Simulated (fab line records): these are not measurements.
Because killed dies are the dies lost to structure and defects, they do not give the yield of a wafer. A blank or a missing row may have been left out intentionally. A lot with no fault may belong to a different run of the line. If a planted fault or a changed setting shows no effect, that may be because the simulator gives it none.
What tool caused it? ; flow sky130 ; 14 lots with 42 wafers sampled at 5 steps, on a route of 708 steps

== WHAT THE GAUGES READ, wafer by wafer ==
SKY_LDD_LDN_TW_MEAS_13.
lot;measured;on;LDD_LDN_TW
L984;day 22 18:25;film metro-03;1480 1473 1476
L985;day 23 03:31;film metro-01;1469 1466 1471
L986;day 23 15:46;film metro-01;1470 1469 1472
L987;day 23 21:00;film metro-04;1472 1470 1478
L993;day 26 08:01;film metro-01;1468 1468 1476
L994;day 26 11:07;film metro-04;1464 1465 1459
L100;day 28 20:25;film metro-03;1489 1484 1482
L999;day 28 21:00;film metro-01;1473 1474 1466
L102;day 29 12:47;film metro-04;1464 1459 1462
L101;day 29 17:06;film metro-03;1489 1487 1484
L103;day 30 01:26;film metro-01;1475 1467 1472
L104;day 30 02:40;film metro-04;1468 1470 1476
L105;day 30 10:52;film metro-01;1473 1461 1470
L107;day 30 19:15;film metro-01;1478 1467 1471

SKY_SD_P_OVL_MEAS_08.
lot;measured;on;SD_P_OVL (nm)
L984;day 25 07:22;overlay-02;0.0 2.6 0.0
L985;day 25 17:18;overlay-02;0.1 1.1 -0.3
L986;day 26 04:34;overlay-02;-2.7 -2.0 -1.0
L987;day 26 09:59;overlay-01;-0.1 -2.2 -0.3
L993;day 28 19:13;overlay-02;1.9 -0.9 1.4
L994;day 29 00:28;overlay-02;1.3 -0.3 -0.7
L100;day 31 05:37;overlay-01;1.2 -1.9 0.6
L999;day 31 07:11;overlay-02;-0.6 -2.1 -1.5
L102;day 31 22:03;overlay-02;1.1 -0.5 0.8
L101;day 32 02:07;overlay-02;0.5 -0.5 -0.4
L103;day 32 10:07;overlay-02;2.8 4.3 1.7
L104;day 32 12:27;overlay-02;0.6 0.0 1.9
L105;day 32 18:31;overlay-02;2.2 0.8 3.4
L107;day 33 04:11;overlay-01;-0.7 3.5 2.9

SKY_SD_N_RS_MEAS_16: measures by four-point-probe.
lot;measured;on;SD_N_RS (ohm/sq)
L984;day 27 19:11;film metro-02;68.38 68.52 68.41
L985;day 28 04:59;film metro-04;68.65 68.68 68.56
L986;day 28 15:31;film metro-02;68.72 68.60 68.77
L987;day 28 20:07;film metro-04;68.68 68.57 68.49
L993;day 31 04:27;film metro-04;- - -
L994;day 31 08:29;film metro-03;- - -
L100;day 33 11:36;film metro-03;68.44 68.57 68.59
L999;day 33 14:37;film metro-02;68.60 68.63 68.69
L102;day 34 05:08;film metro-02;68.71 68.68 68.67
L101;day 34 08:50;film metro-02;68.41 68.43 68.63
L103;day 34 15:47;film metro-02;68.52 68.52 68.57
L104;day 34 17:56;film metro-03;68.37 68.58 68.33
L105;day 35 00:26;film metro-04;68.76 68.56 68.43
L107;day 35 10:32;film metro-02;68.55 68.54 68.60

SKY_SD_N_RS_MEAS_18: measures by four-point-probe.
lot;measured;on;RES_XHIGH_RS (ohm/sq)
L984;day 27 19:26;film metro-02;332.6 332.8 331.5
L985;day 28 05:13;film metro-04;331.9 331.3 330.5
L986;day 28 15:45;film metro-02;334.3 334.4 333.2
L987;day 28 20:22;film metro-04;334.1 335.0 334.3
L100;day 33 11:50;film metro-03;332.1 333.6 333.2
L999;day 33 14:52;film metro-02;332.2 332.6 331.0
L102;day 34 05:22;film metro-02;334.8 334.9 335.3
L101;day 34 09:04;film metro-02;332.2 333.2 332.5
L103;day 34 16:02;film metro-02;332.2 332.8 332.8
L104;day 34 18:11;film metro-03;333.2 333.2 334.7
L105;day 35 00:41;film metro-04;334.8 336.7 334.3
L107;day 35 10:47;film metro-02;333.1 331.9 332.1

== WHAT TOOL EACH LOT RAN ON (gives the tool, then ch and the chambers of the sampled wafers, and finally the start) ==
lot;SKY_SD_N_RTA_14
L984;rtp anneal-01 ch 0, day 27 19:01
L985;rtp anneal-02 ch 0, day 28 04:48
L986;rtp anneal-01 ch 0, day 28 15:20
L987;rtp anneal-02 ch 0, day 28 19:56
L993;rtp anneal-02, day 31 04:16
L994;rtp anneal-01, day 31 08:19
L100;rtp anneal-02 ch 0, day 33 11:25
L999;rtp anneal-01 ch 0, day 33 14:25
L102;rtp anneal-02 ch 0, day 34 04:57
L101;rtp anneal-01 ch 0, day 34 08:39
L103;rtp anneal-02 ch 0, day 34 15:37
L104;rtp anneal-01 ch 0, day 34 17:46
L105;rtp anneal-02 ch 0, day 35 00:16
L107;rtp anneal-02 ch 0, day 35 10:21
- SKY_SD_N_RTA_14: time 2 s.

== AS READ BY THE TOOLS THEMSELVES (means over the sampled wafers that have a number; for cases with no such wafer, the mark the record gives instead) ==
SKY_SD_N_RTA_14.
lot;tool;anneal temp c max;chamber o2 ppm;lamp power pct (%);wafer_temp_C_max
L984;rtp anneal-01;1083.7;1.974;15.78;1078.5
L985;rtp anneal-02;1080.4;2.015;15.78;1079.0
L986;rtp anneal-01;1083.4;2.036;15.76;1077.9
L987;rtp anneal-02;1080.9;2.019;15.74;1077.5
L993;rtp anneal-02;-;-;-;-
L994;rtp anneal-01;-;-;-;-
L100;rtp anneal-02;1079.7;2.001;15.76;1078.4
L999;rtp anneal-01;1083.6;2.025;15.72;1079.3
L102;rtp anneal-02;1079.7;1.998;15.75;1077.6
L101;rtp anneal-01;1084.3;1.994;15.74;1077.6
L103;rtp anneal-02;1080.8;2.016;15.73;1079.1
L104;rtp anneal-01;1085.7;2.004;15.73;1077.9
L105;rtp anneal-02;1079.7;2.012;15.70;1078.1
L107;rtp anneal-02;1079.8;2.013;15.73;1078.5

== THE ANSWER, worked out from the rows above alone ==
Rule: what is usual is taken from the lots themselves. Put in order of their means at a reading, lots are off if they are a third of the lots or fewer, leave a main group of 4 or more, and stand apart from it by a gap of 3 or more times the standard deviation of the main group's means; of several such gaps the widest counts. Not used: any main group whose means are identical at the precision the tables above print for the reading. A lot without any number at a reading at which 4 lots or more have one is off too. All remaining lots with rows at the step are treated as sound. First the gauges in route order, then the tools' own readings, where a lot's mean is used as printed above. The first step at which some lot is off is used, and at that step the reading that is off furthest; a lot without a number counts as furthest.
Off: L993, L994, at SKY_SD_N_RS_MEAS_16 (SD_N_RS). Without a number there: L993, L994. The main group has a mean of 68.57 ohm/sq with a standard deviation of 0.084.
A tool fits if, at a process step before that reading, it ran every lot that is off, and no sound lot after the first of them. Not tried: the gauges at SKY_SD_N_RS_MEAS_16; whatever is off there is also off at SKY_SD_N_RTA_14, on other tools, and gauge error can't account for it. None of those tried fits.

== WHAT THE SIMULATOR HAD PUT IN ==
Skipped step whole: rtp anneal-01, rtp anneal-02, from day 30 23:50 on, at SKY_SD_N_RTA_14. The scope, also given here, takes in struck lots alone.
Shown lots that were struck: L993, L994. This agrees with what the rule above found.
